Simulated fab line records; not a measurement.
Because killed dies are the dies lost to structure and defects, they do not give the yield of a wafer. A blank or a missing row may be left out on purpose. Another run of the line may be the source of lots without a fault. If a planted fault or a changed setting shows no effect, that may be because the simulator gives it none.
fab line records + flow sky130
[record]
- lots = 4
- wafers = 12
- last_day = 50
route steps=708 shown METAL2@495 VIA2@507 METAL3@532 PAD_OPEN@708
lots with no fault: from the same line, run without faults
start_h: hours from the record's opening day to when the first of the lot's shown wafers began + wait_h: hours since the lot's step before + " identical to the entry in the row above + L1.1+2: a single row standing in for several wafers + - no value present, or no start provided + * or withheld: withheld + < > ~ a bound
route shown NAME@n: names a module that has steps shown in the file, with the first one's number in the route + usual: the fault-free wafers' mean and standard deviation + same: alike in all rows + chamber/n: place in a boat + sites: the reading at each site + _std_site: standard deviation of those values + _edge_site: inner sites' mean taken away from outer sites' mean + radius_mm: how far each site lies from the wafer's centre + mask NAME#n: copy n + behind: the most recent tool/chamber to have shaped the wafer + hold: the reason the lot was held/the length of the hold in hours/how it ended + device: which transistor (n, p or np) failed to switch + end of line: tests run on the same wafers once the route is complete + a step without rows: its recipe alone + killed: dies lost to structure and defects at the first sort, not the wafer's yield + map: shows each die of a wafer: x if killed, . if not, _ if none is there
set.NAME: the setting that was run; set.NAME@STEP: the one run at that earlier step + model.NAME: the simulator's own value behind a step, which no gauge read
a table for each step, a row for each wafer; lots at some steps of the route
services: the hour from which a tool's chamber was out of use, counted from the record's first day as start_h (under 0 if before that day), plus the number of hours and why
[[steps]]
[step SKY_METAL2_EXPOSE_12]
[recipe]
- mask_id = MM2
- na = 0.8
- source_shape = annular
- sigma_inner = 0.55
- sigma_outer = 0.85
- target_cd_nm = 140
- dose_mj = 28
[step SKY_METAL2_PEB_13]
[recipe]
- peb_temp_c = withheld
- peb_time_s = withheld
- resist = KrF-thick
[step SKY_METAL2_DEVELOP_14]
[recipe]
- develop_time_s = 60
- resist = KrF-thick
- dev_temp_c = 21
[step SKY_METAL2_DESCUM_17]
[recipe]
- chemistry = O2
- source_power_w = 150
- bias_power_w = 0
- pressure_mtorr = 10
- temp_c = 40
- time_s = 8
[step SKY_METAL2_ETCH_18]
[recipe]
- chemistry = N2/H2
- target = BARC
- ion_energy_ev = 200
- bias_w = 100
- pressure_mtorr = 30
- n2_flow_sccm = 100
- h2_flow_sccm = 200
- icp_w = 500
- stop_on = SiO2
- time_s = 45.9
- target_depth_a = 600
[step SKY_METAL2_METAL_ETCH_19]
[recipe]
- target_depth_a = 3600
- stop_on = SiO2
- over_etch_frac = 0.3
- time_s = 78
- chemistry = Cl2/BCl3
- resist_sidewall_deg = 88
- pressure_mtorr = 10
- icp_w = 900
- bias_w = 48.5
- Cl2_flow_sccm = 60
- bcl3_flow_sccm = 30
[step SKY_METAL2_STRIP_20]
[recipe]
- chemistry = O2/N2
- power_w = 1400
- pressure_mtorr = 1500
- platen_temp_c = withheld
- o2_flow_sccm = 3000
- n2_flow_sccm = 300
- overash_fraction = 0.5
[step SKY_METAL2_STRIP_21]
[recipe]
- chemistry = post_etch_residue_remover
- time_s = 1200
- temp_c = 72.5
[step SKY_METAL2_CLEAN_22]
[recipe]
- chemistry = IPA
- time_s = 180
- temp_c = 25
[step SKY_METAL2_CLEAN_23]
[recipe]
- chemistry = O3/DIW
- dry = n2_spin
[step SKY_VIA2_HDPCVD_00]
[recipe]
- material = SiO2
- target_thk_nm = 1180
- sigma_open_frac = 0.3
- time_s = 196.7
- temp_c = 400
- sih4_flow_sccm = 60
- pressure_mtorr = 6
| lot.wafer | tool      | chamber | start_h | wait_h | model.SiO2_of_VIA2_HDPCVD_00.thk_nm |
|-----------|-----------|---------|---------|--------|-------------------------------------|
| L740.1    | hdpcvd-01 | 1       | 810.05  | 0.0    | 1190                                |
| L740.2    | "         | 0       | "       | "      | 1159                                |
| L740.6    | "         | 1       | "       | "      | 1194                                |
| L756.1    | hdpcvd-01 | 0       | 938.92  | 0.0    | 425.7                               |
| L756.2    | "         | 2       | "       | "      | 442.3                               |
| L756.4    | "         | 1       | "       | "      | 431.2                               |
| L757.2    | hdpcvd-01 | 1       | 949.68  | 0.0    | 437.3                               |
| L757.5    | "         | 1       | "       | "      | 420.9                               |
| L757.6    | "         | 0       | "       | "      | 436.1                               |
| L761.1    | hdpcvd-02 | 0       | 978.63  | 0.0    | 1155                                |
| L761.2    | "         | 1       | "       | "      | 1165                                |
| L761.3    | "         | 2       | "       | "      | 1175                                |
[step SKY_VIA2_THK_MEAS_01]
[recipe]
- reads = SiO2_of_VIA2_HDPCVD_00
[usual]
- VIA2_HDPCVD_THK = 1183/15
| lot.wafer | tool          | chamber | start_h | wait_h | VIA2_HDPCVD_THK[nm] |
|-----------|---------------|---------|---------|--------|---------------------|
| L740.1    | film_metro-04 | -       | 810.18  | 0.1    | 1191                |
| L740.2    | "             | -       | "       | "      | 1159                |
| L740.6    | "             | -       | "       | "      | 1194                |
| L756.1    | film_metro-04 | -       | 939.05  | 0.1    | 426                 |
| L756.2    | "             | -       | "       | "      | 442                 |
| L756.4    | "             | -       | "       | "      | 431                 |
| L757.2    | film_metro-02 | -       | 949.81  | 0.1    | 437                 |
| L757.5    | "             | -       | "       | "      | 421                 |
| L757.6    | "             | -       | "       | "      | 436                 |
| L761.1    | film_metro-04 | -       | 978.76  | 0.1    | 1155                |
| L761.2    | "             | -       | "       | "      | 1167                |
| L761.3    | "             | -       | "       | "      | 1175                |
[step SKY_VIA2_CMP_02]
[recipe]
- material = SiO2
- down_force_psi = 4
- platen_rpm = 60
- pad_velocity_m_s = 0.94248
[step SKY_VIA2_DEHYDRATE_04]
[recipe]
- temp_c = 200
- time_s = 60
[step SKY_VIA2_HMDS_05]
[recipe]
- prime_time_s = 60
- prime_temp_c = 120
[step SKY_VIA2_COAT_06]
[recipe]
- resist = BARC
- temp_c = withheld
- time_s = withheld
- spin_rpm = 3000
- resist_thk_nm = 60
[step SKY_VIA2_COAT_07]
[recipe]
- resist = KrF-thick
- spin_rpm = 3000
- resist_thk_nm = 450
[step SKY_VIA2_SOFTBAKE_08]
[recipe]
- temp_c = 100
- time_s = 90
- resist = KrF-thick
[step SKY_VIA2_EXPOSE_09]
[recipe]
- mask_id = VIM2
- na = 0.8
- source_shape = annular
- sigma_inner = 0.55
- sigma_outer = 0.85
- target_cd_nm = 200
- dose_mj = 38
[step SKY_VIA2_PEB_10]
[recipe]
- peb_temp_c = withheld
- peb_time_s = withheld
- resist = KrF-thick
[step SKY_VIA2_DEVELOP_11]
[recipe]
- develop_time_s = 60
- resist = KrF-thick
- dev_temp_c = 21
[step SKY_VIA2_ETCH_14]
[recipe]
- chemistry = N2/H2
- target = BARC
- ion_energy_ev = 200
- source_w = 500
- bias_w = 100
- pressure_mtorr = 30
- n2_flow_sccm = 100
- h2_flow_sccm = 200
- stop_on = SiO2
- time_s = 45.9
- target_depth_a = 600
[step SKY_VIA2_ETCH_15]
[recipe]
- target = SiO2
- chemistry = C4F8/O2/Ar
- target_depth_nm = 546
- stop_on = TiN
- mask_material = KrF-thick
- source_w = 1500
- bias_w = 1200
- pressure_mtorr = 40
- c4f8_flow_sccm = withheld
- O2_flow_sccm = 6
- Ar_flow_sccm = 300
- time_s = 84
[usual]
- chamber_pressure_mTorr = 40.00/0.035
- oes_product_au = 0.940/0.0046
| lot.wafer | tool        | chamber | start_h | wait_h | chamber_pressure_mTorr | oes_product_au | rf_hours_counter_h | model.etch.depth_nm | model.VIA2.feature_depth_nm |
|-----------|-------------|---------|---------|--------|------------------------|----------------|--------------------|---------------------|-----------------------------|
| L740.1    | rie_diel-04 | 3       | 837.52  | 0.0    | 40.06                  | 0.943          | 6                  | 495.7               | 495.7                       |
| L740.2    | "           | 2       | "       | "      | 40.00                  | 0.945          | 19                 | 497                 | 497                         |
| L740.6    | "           | 1       | "       | "      | 40.03                  | 0.943          | -                  | 495.8               | 495.8                       |
| L756.1    | rie_diel-04 | 1       | 963.99  | 0.0    | 40.05                  | 0.861          | 8                  | 425.7               | 425.7                       |
| L756.2    | "           | 2       | "       | "      | 40.00                  | 0.881          | 23                 | 442.3               | 442.3                       |
| L756.4    | "           | 2       | "       | "      | 40.02                  | 0.866          | -                  | 431.2               | 431.2                       |
| L757.2    | rie_diel-02 | 1       | 974.18  | 0.0    | 40.04                  | 0.873          | 9                  | 437.3               | 437.3                       |
| L757.5    | "           | 3       | "       | "      | 40.02                  | 0.861          | -                  | 420.9               | 420.9                       |
| L757.6    | "           | 0       | "       | "      | 40.02                  | 0.875          | -                  | 436.1               | 436.1                       |
| L761.1    | rie_diel-02 | 2       | 1002.69 | 0.0    | 40.01                  | 0.933          | 6                  | 493.9               | 493.9                       |
| L761.2    | "           | 3       | "       | "      | 39.96                  | 0.939          | 17                 | 494.4               | 494.4                       |
| L761.3    | "           | 0       | "       | "      | 39.98                  | 0.936          | 20                 | 493.2               | 493.2                       |
[step SKY_VIA2_STRIP_16]
[recipe]
- chemistry = O2/N2
- power_w = 1400
- pressure_mtorr = 1500
- platen_temp_c = withheld
- o2_flow_sccm = 3000
- n2_flow_sccm = 300
- overash_fraction = 0.5
[step SKY_VIA2_STRIP_17]
[recipe]
- chemistry = post_etch_residue_remover
- time_s = 1200
- temp_c = 72.5
[step SKY_VIA2_CLEAN_18]
[recipe]
- chemistry = IPA
- time_s = 180
- temp_c = 25
[step SKY_VIA2_CLEAN_19]
[recipe]
- chemistry = O3/DIW
- dry = n2_spin
[step SKY_VIA2_SPUTTER_20]
[recipe]
- material = TiN
- target_thk_nm = 20
- chamber_pressure_pa = 5
- power_w = 4000
- time_s = 80
[step SKY_VIA2_CVD_21]
[recipe]
- material = W
- target_thk_nm = 420
- time_s = 126.4
- temp_c = 400
- pressure_torr = 40
[step SKY_VIA2_CMP_24]
[recipe]
- stop_on = SiO2
- t_overpolish_s = 20
- down_force_psi = 3.5
- platen_rpm = 60
- target_thk_nm = 0
- pad_velocity_m_s = 0.94248
[step SKY_METAL3_SPUTTER_00]
[recipe]
- material = Ti
- target_thk_nm = 15
- power_w = 3000
- time_s = 10
- chamber_pressure_pa = 0.4
[step SKY_METAL3_SPUTTER_01]
[recipe]
- material = TiN
- target_thk_nm = 20
- power_w = 6500
- time_s = 16.7
- chamber_pressure_pa = 0.4
[step SKY_METAL3_SPUTTER_02]
[recipe]
- material = AlCu
- target_thk_nm = 735
- power_w = 10600
- time_s = 39.1
- chamber_pressure_pa = 0.4
[step SKY_METAL3_SPUTTER_03]
[recipe]
- material = Ti
- target_thk_nm = 5
- power_w = 3000
- time_s = 3.3
- chamber_pressure_pa = 0.4
[step SKY_METAL3_SPUTTER_04]
[recipe]
- material = TiN
- target_thk_nm = 70
- power_w = 6500
- time_s = 58.3
- chamber_pressure_pa = 0.4
[step SKY_METAL3_METAL_ETCH_18]
[recipe]
- target_depth_a = 8450
- stop_on = SiO2
- over_etch_frac = 0.3
- time_s = 183.1
- chemistry = Cl2/BCl3
- resist_sidewall_deg = 88
- pressure_mtorr = 10
- icp_w = 900
- bias_w = 48.5
- Cl2_flow_sccm = 60
- bcl3_flow_sccm = 30
[usual]
- chamber_pressure_mTorr = 10.001/0.0091
- drypump_motor_current_A = 5.5/0.56
- oes_product_au = 0.866/0.0063
- throttle_valve_pct = 22.264/0.009
| lot.wafer | tool         | chamber | start_h | wait_h | chamber_pressure_mTorr | drypump_motor_current_A | oes_product_au | rf_hours_counter_h | throttle_valve_pct | model.SiO2_of_VIA2_HDPCVD_00.thk_nm |
|-----------|--------------|---------|---------|--------|------------------------|-------------------------|----------------|--------------------|--------------------|-------------------------------------|
| L740.1    | rie_metal-04 | 1       | 891.58  | 0.0    | 10.006                 | 4.8                     | 0.865          | 1                  | 22.264             | 466.5                               |
| L740.2    | "            | 0       | "       | "      | 9.994                  | 5.1                     | 0.863          | 5                  | 22.249             | 466.8                               |
| L740.6    | "            | 1       | "       | "      | 9.997                  | 4.7                     | 0.858          | -                  | 22.270             | 466.5                               |
| L756.1    | rie_metal-01 | 1       | 1012.78 | 0.0    | 9.991                  | 6.5                     | 0.858          | 13                 | 22.253             | 395.1                               |
| L756.2    | "            | 0       | "       | "      | 9.996                  | 5.9                     | 0.866          | 15                 | 22.272             | 412.9                               |
| L756.4    | "            | 0       | "       | "      | 10.007                 | 5.9                     | 0.862          | -                  | 22.275             | 401.7                               |
| L757.2    | rie_metal-01 | 0       | 1022.93 | 0.0    | 10.003                 | 5.9                     | 0.872          | 15                 | 22.257             | 408.2                               |
| L757.5    | "            | 0       | "       | "      | 9.997                  | 5.9                     | 0.865          | -                  | 22.255             | 391.8                               |
| L757.6    | "            | 1       | "       | "      | 10.001                 | 6.5                     | 0.873          | -                  | 22.263             | 405.6                               |
| L761.1    | rie_metal-04 | 0       | 1050.43 | 0.0    | 9.990                  | 5.1                     | 0.865          | 13                 | 22.266             | 464.2                               |
| L761.2    | "            | 1       | "       | "      | 10.011                 | 4.7                     | 0.859          | 9                  | 22.263             | 465.2                               |
| L761.3    | "            | 1       | "       | "      | 10.018                 | 4.7                     | 0.864          | -                  | 22.278             | 464.2                               |
[step SKY_PAD_OPEN_PROBE_99]
[usual]
- defect_limited_yield = 82.5/1.7
- killed_at_M0_to_M3 = 43/6.7
- killed_at_M4_up = 3.2/1.8
- killed_at_contacts = 24/4.8
- killed_at_front_end = 16/4.2
- killed_at_other = 0.3/0.56
- killed_dies = 86/8.5
- killed_open = 47/6.7
- killed_short = 39/6
[same]
- gross_dies = 492
- killed_at_back_side = 0
| lot.wafer | tool      | chamber | start_h | wait_h | defect_limited_yield[%] | killed_at_M0_to_M3 | killed_at_M4_up | killed_at_contacts | killed_at_front_end | killed_at_other | killed_dies | killed_open | killed_short | model.etest.tester.sort_n_pass | model.etest.tester.sort_yield_pct | model.etest.tester.sort_bin_3_pct | model.etest.met3_comb.leak_log10_a_um | model.etest.tester.sort_bin_8_pct | model.etest.tester.sort_bin_4_pct |
|-----------|-----------|---------|---------|--------|-------------------------|--------------------|-----------------|--------------------|---------------------|-----------------|-------------|-------------|--------------|--------------------------------|-----------------------------------|-----------------------------------|---------------------------------------|-----------------------------------|-----------------------------------|
| L740.1    | prober-01 | -       | 1065.72 | 0.1    | 82.1                    | 49                 | 1               | 24                 | 13                  | 1               | 88          | 55          | 33           | 404                            | 82.11                             | 1.016                             | -12.04                                | 0                                 | 0                                 |
| L740.2    | prober-01 | -       | 1065.77 | 0.1    | 83.1                    | 36                 | 3               | 22                 | 22                  | 0               | 83          | 48          | 34           | 409                            | 83.13                             | 0.6098                            | -12.02                                | 0                                 | 0                                 |
| L740.6    | prober-01 | -       | 1065.97 | 0.2    | 84.1                    | 32                 | 1               | 28                 | 17                  | 0               | 78          | 44          | 34           | 414                            | 84.15                             | 1.22                              | -12.13                                | 0                                 | 0                                 |
| L756.1    | prober-01 | -       | 1163.70 | 0.1    | 86.0                    | 34                 | 1               | 22                 | 12                  | 0               | 69          | 45          | 24           | 230                            | 46.75                             | 40.04                             | -7.094                                | 4.573e-05                         | 0                                 |
| L756.2    | prober-01 | -       | 1163.75 | 0.1    | 80.9                    | 43                 | 5               | 30                 | 15                  | 1               | 94          | 50          | 44           | 247                            | 50.2                              | 31.71                             | -7.237                                | 4.375e-05                         | 0                                 |
| L756.4    | prober-01 | -       | 1163.85 | 0.2    | 79.9                    | 50                 | 2               | 30                 | 17                  | 0               | 99          | 57          | 42           | 233                            | 47.36                             | 33.33                             | -7.219                                | 0.0001536                         | 0                                 |
| L757.2    | prober-02 | -       | 1172.87 | 0.1    | 82.3                    | 42                 | 2               | 27                 | 16                  | 0               | 87          | 53          | 34           | 247                            | 50.2                              | 32.93                             | -7.243                                | 8.253e-09                         | 4.008e-13                         |
| L757.5    | prober-02 | -       | 1173.02 | 0.2    | 80.9                    | 39                 | 4               | 29                 | 22                  | 0               | 94          | 43          | 51           | 231                            | 46.95                             | 35.37                             | -7.134                                | 4.837e-08                         | 3.796e-12                         |
| L757.6    | prober-02 | -       | 1173.07 | 0.2    | 83.3                    | 37                 | 0               | 32                 | 13                  | 0               | 82          | 49          | 33           | 243                            | 49.39                             | 34.55                             | -7.143                                | 1.123e-08                         | 2.159e-11                         |
| L761.1    | prober-02 | -       | 1192.92 | 0.1    | 80.5                    | 49                 | 4               | 23                 | 20                  | 0               | 96          | 53          | 43           | 396                            | 80.49                             | 1.016                             | -11.94                                | 0                                 | 0                                 |
| L761.2    | prober-02 | -       | 1192.97 | 0.1    | 83.1                    | 45                 | 1               | 23                 | 13                  | 1               | 83          | 44          | 39           | 409                            | 83.13                             | 1.22                              | -12.08                                | 0                                 | 0                                 |
| L761.3    | prober-02 | -       | 1193.02 | 0.2    | 80.7                    | 50                 | 2               | 21                 | 22                  | 0               | 95          | 50          | 45           | 397                            | 80.69                             | 1.22                              | -11.98                                | 0                                 | 0                                 |
// killed by level:class
L740.1 VIA1:geometric_particle:open=13 CONTACT:geometric_particle:open=12 VIA2:geometric_particle:open=8 VIA3:geometric_particle:open=7 LI_CONTACT:geometric_particle:open=6 METAL2:geometric_particle:short=5 FIELD_ISO:geometric_particle:short=4 FIELD_ISO:geometric_particle:open=4
L740.2 CONTACT:geometric_particle:open=9 FIELD_ISO:geometric_particle:open=7 LI_CONTACT:geometric_particle:open=7 VIA2:geometric_particle:open=7 FIELD_ISO:geometric_particle:short=6 VIA1:geometric_particle:open=6 METAL2:geometric_particle:short=6 VIA3:geometric_particle:short=4
L740.6 LI_CONTACT:geometric_particle:open=11 VIA1:geometric_particle:open=11 CONTACT:geometric_particle:open=10 FIELD_ISO:geometric_particle:short=7 METAL2:geometric_particle:short=5 VIA2:geometric_particle:open=4 CONTACT:geometric_particle:short=3 METAL1:geometric_particle:short=3
L756.1 VIA1:geometric_particle:open=10 CONTACT:geometric_particle:open=9 VIA2:geometric_particle:open=8 CONTACT:geometric_particle:short=6 POLY_GATE:geometric_particle:short=5 VIA3:geometric_particle:open=5 VIA1:geometric_particle:short=4 FIELD_ISO:geometric_particle:open=3
L756.2 CONTACT:geometric_particle:open=9 LI_CONTACT:geometric_particle:open=8 VIA1:geometric_particle:open=8 CONTACT:geometric_particle:short=7 METAL2:geometric_particle:short=7 VIA2:geometric_particle:open=6 VIA3:geometric_particle:open=5 POLY_GATE:geometric_particle:short=4
L756.4 VIA1:geometric_particle:open=15 CONTACT:geometric_particle:short=10 VIA3:geometric_particle:open=10 LI_CONTACT:geometric_particle:open=8 CONTACT:geometric_particle:open=7 VIA1:geometric_particle:short=6 POLY_GATE:geometric_particle:short=5 VIA2:geometric_particle:open=5
L757.2 CONTACT:geometric_particle:open=14 VIA1:geometric_particle:open=9 VIA3:geometric_particle:open=8 VIA2:geometric_particle:open=7 LI_CONTACT:geometric_particle:open=6 VIA1:geometric_particle:short=5 VIA2:geometric_particle:short=5 CONTACT:geometric_particle:short=5
L757.5 CONTACT:geometric_particle:open=11 CONTACT:geometric_particle:short=7 VIA1:geometric_particle:open=7 VIA1:geometric_particle:short=6 POLY_GATE:geometric_particle:short=5 METAL1:geometric_particle:short=5 METAL2:geometric_particle:short=5 VIA3:geometric_particle:short=5
L757.6 VIA1:geometric_particle:open=12 LI_CONTACT:geometric_particle:open=10 CONTACT:geometric_particle:short=10 CONTACT:geometric_particle:open=8 METAL2:geometric_particle:short=6 VIA3:geometric_particle:open=4 VIA2:geometric_particle:open=4 FIELD_ISO:geometric_particle:open=3
L761.1 VIA1:geometric_particle:open=11 VIA1:geometric_particle:short=9 CONTACT:geometric_particle:open=9 POLY_GATE:geometric_particle:open=6 VIA3:geometric_particle:open=6 VIA3:geometric_particle:short=5 LOCAL_INTERCONNECT:geometric_particle:short=5 METAL1:geometric_particle:short=5
L761.2 VIA1:geometric_particle:open=12 CONTACT:geometric_particle:open=8 FIELD_ISO:geometric_particle:short=6 VIA3:geometric_particle:open=6 LI_CONTACT:geometric_particle:open=5 VIA1:geometric_particle:short=5 CONTACT:geometric_particle:short=4 METAL2:geometric_particle:short=4
L761.3 VIA3:geometric_particle:open=11 CONTACT:geometric_particle:open=9 VIA1:geometric_particle:open=7 FIELD_ISO:geometric_particle:open=6 POLY_GATE:geometric_particle:short=6 LOCAL_INTERCONNECT:geometric_particle:short=6 VIA1:geometric_particle:short=6 METAL2:geometric_particle:short=6
[[services]]
| tool         | chamber | start_h | hours | kind       |
|--------------|---------|---------|-------|------------|
| rie_diel-02  | 1       | 788.75  | 9.7   | repair     |
| rie_metal-04 | -       | 795.44  | 1.2   | repair     |
| hdpcvd-02    | 1       | 826.80  | 6.7   | repair     |
| hdpcvd-02    | -       | 829.28  | 2.8   | pm         |
| rie_diel-02  | 2       | 845.49  | 4.1   | repair     |
| hdpcvd-01    | 2       | 862.14  | 6.1   | repair     |
| hdpcvd-02    | 1       | 882.15  | 2.1   | repair     |
| rie_diel-02  | 0       | 890.25  | 9.2   | repair     |
| hdpcvd-02    | -       | 899.82  | 0.8   | repair     |
| rie_diel-04  | -       | 910.08  | 2.8   | pm         |
| hdpcvd-01    | -       | 950.25  | 15.0  | pm         |
| hdpcvd-01    | 0       | 950.25  | 15.0  | vent_cycle |
| hdpcvd-01    | 1       | 950.25  | 15.0  | vent_cycle |
| hdpcvd-01    | 2       | 950.25  | 15.0  | vent_cycle |
| rie_diel-04  | 3       | 963.00  | 5.6   | repair     |
| hdpcvd-01    | 0       | 965.25  | -     | clean      |
| hdpcvd-01    | 1       | 965.25  | -     | clean      |
| hdpcvd-01    | 2       | 965.25  | -     | clean      |
| rie_metal-01 | -       | 965.98  | 1.0   | repair     |
| hdpcvd-02    | -       | 987.01  | 0.9   | repair     |
| rie_diel-02  | 0       | 1003.34 | 17.4  | repair     |
| rie_metal-01 | -       | 1030.40 | 2.8   | pm         |
| rie_metal-04 | -       | 1032.98 | 2.8   | pm         |
| hdpcvd-01    | 0       | 1033.01 | 23.1  | repair     |
[[key]]
[first_sign]
- step = SKY_VIA2_THK_MEAS_01
- reading = VIA2_HDPCVD_THK
- direction = down
- sigmas = 49
- usual = 1183
- struck = 432
[effect]
- step = SKY_VIA2_ETCH_15
- reading = oes_product_au
- direction = down
- sigmas = 15
- usual = 0.940
- struck = 0.870
[model_effect]
- step = SKY_VIA2_HDPCVD_00
- value = SiO2_of_VIA2_HDPCVD_00.thk_nm
- without = 1177
- struck = 432.3
[model_effect]
- step = SKY_VIA2_ETCH_15
- value = etch.depth_nm
- without = 495.1
- struck = 432.3
[model_effect]
- step = SKY_METAL3_METAL_ETCH_18
- value = SiO2_of_VIA2_HDPCVD_00.thk_nm
- without = 465.4
- struck = 402.5
[model_effect]
- step = SKY_PAD_OPEN_PROBE_99
- value = etest.tester.sort_n_pass
- without = 404.5
- struck = 238.5
met_at SKY_VIA2_HDPCVD_00
struck_wafers L756.1,L756.2,L756.4,L757.2,L757.5,L757.6
onset_between 810.05 938.92
[fault]
- kind = process_parameter_drift
- tool = hdpcvd-01
- chamber = -
- onset_h = 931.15
- steps = SKY_VIA2_HDPCVD_00
- channel = target_thk_nm
- offset = -744.61
- shape = step
- end_h = 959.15
- acts_in = these_recipes_only
- stated = 1180
